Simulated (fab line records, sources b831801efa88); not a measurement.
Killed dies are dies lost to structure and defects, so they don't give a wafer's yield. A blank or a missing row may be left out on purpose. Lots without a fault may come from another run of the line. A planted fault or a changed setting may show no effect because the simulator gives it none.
Which tool did it? | flow gf180mcu | 12 lots, 36 wafers sampled, at 4 steps of a route of 602

WHAT THE GAUGES READ, wafer by wafer
GF_V3_CD_MEAS_14: target cd 260 nm. Usual: cd_nm 260.3 nm, standard deviation 1.2.
lot  | measured     | on        | cd_nm (nm)        | flag
L353 | day 22 11:58 | cd_sem-02 | 259.8 258.5 259.6 |
L355 | day 23 05:20 | cd_sem-01 | 260.2 260.6 260.9 |
L356 | day 23 14:01 | cd_sem-01 | 261.6 262.3 261.8 |
L357 | day 23 17:20 | cd_sem-02 | 260.7 260.1 259.3 |
L361 | day 25 05:35 | cd_sem-02 | 260.1 259.7 260.2 |
L363 | day 25 21:55 | cd_sem-02 | 259.8 261.1 260.3 |
L364 | day 26 11:28 | cd_sem-01 | 262.4 261.9 260.9 |
L365 | day 26 16:01 | cd_sem-01 | 259.0 259.8 259.3 |
L368 | day 27 09:55 | cd_sem-02 | 261.6 260.4 261.0 |
L369 | day 27 16:42 | cd_sem-01 | 260.9 259.7 262.0 |
L370 | day 28 05:44 | cd_sem-01 | 262.3 261.6 263.1 |
L371 | day 28 09:07 | cd_sem-02 | 258.8 259.0 257.9 |

GF_M5_OVL_MEAS_08. Usual: M5_OVL -3 nm, standard deviation 5.8.
lot  | measured     | on         | M5_OVL (nm)       | flag
L353 | day 26 07:26 | overlay-02 | 0 -3 -2           |
L355 | day 26 23:45 | overlay-02 | 0 2 -6            |
L356 | day 27 08:59 | overlay-01 | -6 -8 2           |
L357 | day 27 10:20 | overlay-01 | -6 3 -9           |
L361 | day 28 19:47 | overlay-01 | -7 1 1            |
L363 | day 29 10:15 | overlay-01 | -10 -2 -8         |
L364 | day 29 23:45 | overlay-02 | 5 0 10            |
L365 | day 30 03:56 | overlay-02 | -16 -5 -6         |
L368 | day 30 19:36 | overlay-01 | 15 5 11           |
L369 | day 31 01:37 | overlay-01 | -8 -2 -4          |
L370 | day 31 12:38 | overlay-01 | 49 43 40 47 40 39 | OFF
L371 | day 31 15:58 | overlay-01 | 46 44 44 42 43 41 | OFF

WHICH TOOL RAN EACH LOT (tool, then ch and the chambers of the sampled wafers, then the start)
lot  | GF_V4_SPUTTER_21             | GF_M5_EXPOSE_04
L353 | pvd_sputter-01, day 24 11:52 | krf_scanner-01 ch 0, day 25 21:09
L355 | pvd_sputter-03, day 25 04:39 | krf_scanner-01 ch 0, day 26 13:58
L356 | pvd_sputter-01, day 25 13:43 | krf_scanner-01 ch 0, day 26 22:31
L357 | pvd_sputter-01, day 25 16:55 | krf_scanner-02 ch 0, day 27 01:01
L361 | pvd_sputter-01, day 27 03:04 | krf_scanner-02 ch 0, day 28 10:02
L363 | pvd_sputter-01, day 27 19:17 | krf_scanner-01 ch 0, day 29 01:43
L364 | pvd_sputter-01, day 28 07:35 | krf_scanner-01 ch 0, day 29 13:58
L365 | pvd_sputter-01, day 28 11:35 | krf_scanner-01 ch 0, day 29 18:25
L368 | pvd_sputter-02, day 29 05:23 | krf_scanner-02 ch 0, day 30 10:15
L369 | pvd_sputter-03, day 29 11:20 | krf_scanner-02 ch 0, day 30 16:43
L370 | pvd_sputter-03, day 29 23:23 | krf_scanner-02 ch 0, day 31 03:49
L371 | pvd_sputter-01, day 30 02:50 | krf_scanner-02 ch 0, day 31 07:10
- GF_V4_SPUTTER_21: material Ti, target thk 15 nm, time 80.02 s.
- GF_M5_EXPOSE_04: exposes mask Metal5, target cd 280 nm.

WHAT THE TOOLS THEMSELVES READ (means of the sampled wafers that have a number; where no wafer has one, the mark that the record gives instead)
GF_V4_SPUTTER_21. Usual: throttle_valve_pct 30.5 %, standard deviation 1.1.
lot  | tool           | throttle_valve_pct (%) | flag
L353 | pvd_sputter-01 | 30.7                   |
L355 | pvd_sputter-03 | 30.8                   |
L356 | pvd_sputter-01 | 29.4                   |
L357 | pvd_sputter-01 | 30.6                   |
L361 | pvd_sputter-01 | 30.9                   |
L363 | pvd_sputter-01 | 29.5                   |
L364 | pvd_sputter-01 | 31.0                   |
L365 | pvd_sputter-01 | 30.4                   |
L368 | pvd_sputter-02 | 30.1                   |
L369 | pvd_sputter-03 | 31.5                   |
L370 | pvd_sputter-03 | 32.1                   |
L371 | pvd_sputter-01 | 30.4                   |

GF_M5_EXPOSE_04. Usual: focus_offset_nm 0.0 nm, standard deviation 0.56.
lot  | tool           | focus_offset_nm (nm) | flag
L353 | krf_scanner-01 | -0.8                 |
L355 | krf_scanner-01 | 0.2                  |
L356 | krf_scanner-01 | -0.4                 |
L357 | krf_scanner-02 | -0.2                 |
L361 | krf_scanner-02 | 0.2                  |
L363 | krf_scanner-01 | -0.1                 |
L364 | krf_scanner-01 | -0.2                 |
L365 | krf_scanner-01 | 0.4                  |
L368 | krf_scanner-02 | -0.1                 |
L369 | krf_scanner-02 | 0.2                  |
L370 | krf_scanner-02 | -0.7                 |
L371 | krf_scanner-02 | 0.2                  |

THE ANSWER, worked out from the rows above alone
Rule: a lot is off if the mean of its wafers that have a number lies more than 3 standard deviations from the usual mean. A lot without any number at a reading at which 4 lots or more have one is off too. The other lots that the step has rows for count as sound. The gauges are gone through in route order, then the tools' own readings, and for those a lot's mean is taken as printed above. The first step at which some lot is off is used, and at that step the reading that is off furthest; a lot without a number counts as furthest.
Off: L370, L371, at GF_M5_OVL_MEAS_08 (M5_OVL).
A tool fits if, at a process step before that reading, it ran every lot that is off, and no sound lot after the first of them. The gauges at GF_M5_OVL_MEAS_08 are tried like those tools. Can't be told from this: 2 tools fit, krf_scanner-02 at GF_M5_EXPOSE_04, overlay-01 at GF_M5_OVL_MEAS_08.

WHAT THE SIMULATOR HAD PUT IN
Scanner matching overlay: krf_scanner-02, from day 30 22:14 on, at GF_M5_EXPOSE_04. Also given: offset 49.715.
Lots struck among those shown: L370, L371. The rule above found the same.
